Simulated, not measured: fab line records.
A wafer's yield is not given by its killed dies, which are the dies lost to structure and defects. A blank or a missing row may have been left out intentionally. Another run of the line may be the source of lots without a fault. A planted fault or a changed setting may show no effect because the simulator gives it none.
Problem report in the 8D (eight disciplines) form, filled by code	flow gf180mcu	the parts of the form that need people (team, actions taken, sign-off) are left out

## 1. WHAT WENT WRONG
Mean MVPSD_RS at GF_VT_IMPLANT_RS_MEAS_49: 1144 ohm/sq over 6 wafers in 2 lots; fault-free wafers: 1169 ohm/sq, standard deviation 3.2. Measured from the usual mean, that is -7.9 standard deviations.
The step: measures by four-point-probe.
Earliest sighting: wafer L721.1 on film_metro-02 at day 12 06:34. The record has a number at this step for 39 wafers belonging to 13 lots. Rule for "out", or "out of limits": more than 4 standard deviations from the usual mean. The other wafers with a number count as sound.

## 2. WHAT IT IS; WHAT IT IS NOT
question	is	is not
which readings at this step	MVPSD_RS	-
which lots	L721, L723	L705, L706, L709, L710, L712, L713, L715, L719, L725, L726, L727
which wafers of those lots	all that have a number	-
read on which gauges	film_metro-02	film_metro-01, film_metro-03
when	from day 12 06:34	up to then (24 sound wafers); but 9 sound wafers of L725, L726, L727 came after

## 3. SUSPECTS, AND WHAT RULES EACH OUT
Counting: a tool at any process step up to the reading remains a suspect when it ran all the lots that are out and ran no sound lot after the first of those.
- the gauge at GF_VT_IMPLANT_RS_MEAS_49: ruled out. All the wafers that are out were read on film_metro-02, but those of them that GF_MVPSD_IMPLANT_08 has rows for are out there too, on other tools.
- cmp-01 at GF_STI_CMP_25 (polishes, stops on Si3N4, t overpolish 33 s, target thk 524.6 nm): ruled out as a lasting fault. Following L721 (day 5 17:53), the first lot on it that is out, the sound lots L725, L726 were run on it.
- implanter-01 at GF_MVPSD_IMPLANT_08: kept. Every lot that is out went through it, starting with L721 (day 9 04:32), and after that it ran no sound lot; the last sound lot it ran before then is L715 (day 7 21:33). Out on those wafers are its own readings of beam_energy_keV.
- rtp_anneal-02 at GF_VT_IMPLANT_RTA_45 (time 30 s): ruled out as a lasting fault. Following L721 (day 12 06:07), the first lot on it that is out, the sound lots L725 were run on it.
Remaining after the count: implanter-01 at GF_MVPSD_IMPLANT_08.

## 4. THE CAUSE (what the simulator had put in)
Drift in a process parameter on implanter-01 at GF_MVPSD_IMPLANT_08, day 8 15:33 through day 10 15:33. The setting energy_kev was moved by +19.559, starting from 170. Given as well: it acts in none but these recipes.
Only this tool survived the counting.

## 5. SEQUENCE OF EFFECTS, ordered by route
Rows list readings where the struck wafers' mean (over those with a number) sits beyond 3 standard deviations from the usual. Readings are gone through only where the record gives a usual standard deviation; hours: the median, over the lots, of the time from a lot's start at the first step in this table giving one to that lot's start at this step; sigmas: the change measured in usual standard deviations.
hours	step	reading	usual	on struck wafers	change	sigmas
0	GF_MVPSD_IMPLANT_08	beam_energy_keV	170.00	189.54	+19.54	+99 or more
74	GF_VT_IMPLANT_RS_MEAS_49	MVPSD_RS	1169 ohm/sq	1144	-25	-7.9
Here are the process steps it includes:
- GF_MVPSD_IMPLANT_08

## 6. WHAT WOULD HAVE CAUGHT IT SOONER
The first out-of-limits reading at a measuring or inspecting step in this record came at day 12 06:34, 87 hours after the fault's start at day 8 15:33.
At GF_MVPSD_IMPLANT_08, the tool's own readings (beam_energy_keV) were out on each struck wafer the step has a row for, so an alarm limit on them would have fired on the first such wafer.
Lots out: 2; all had begun GF_MVPSD_IMPLANT_08 on implanter-01 by day 12 06:34. Tool hold at that time: it would have spared none of them.
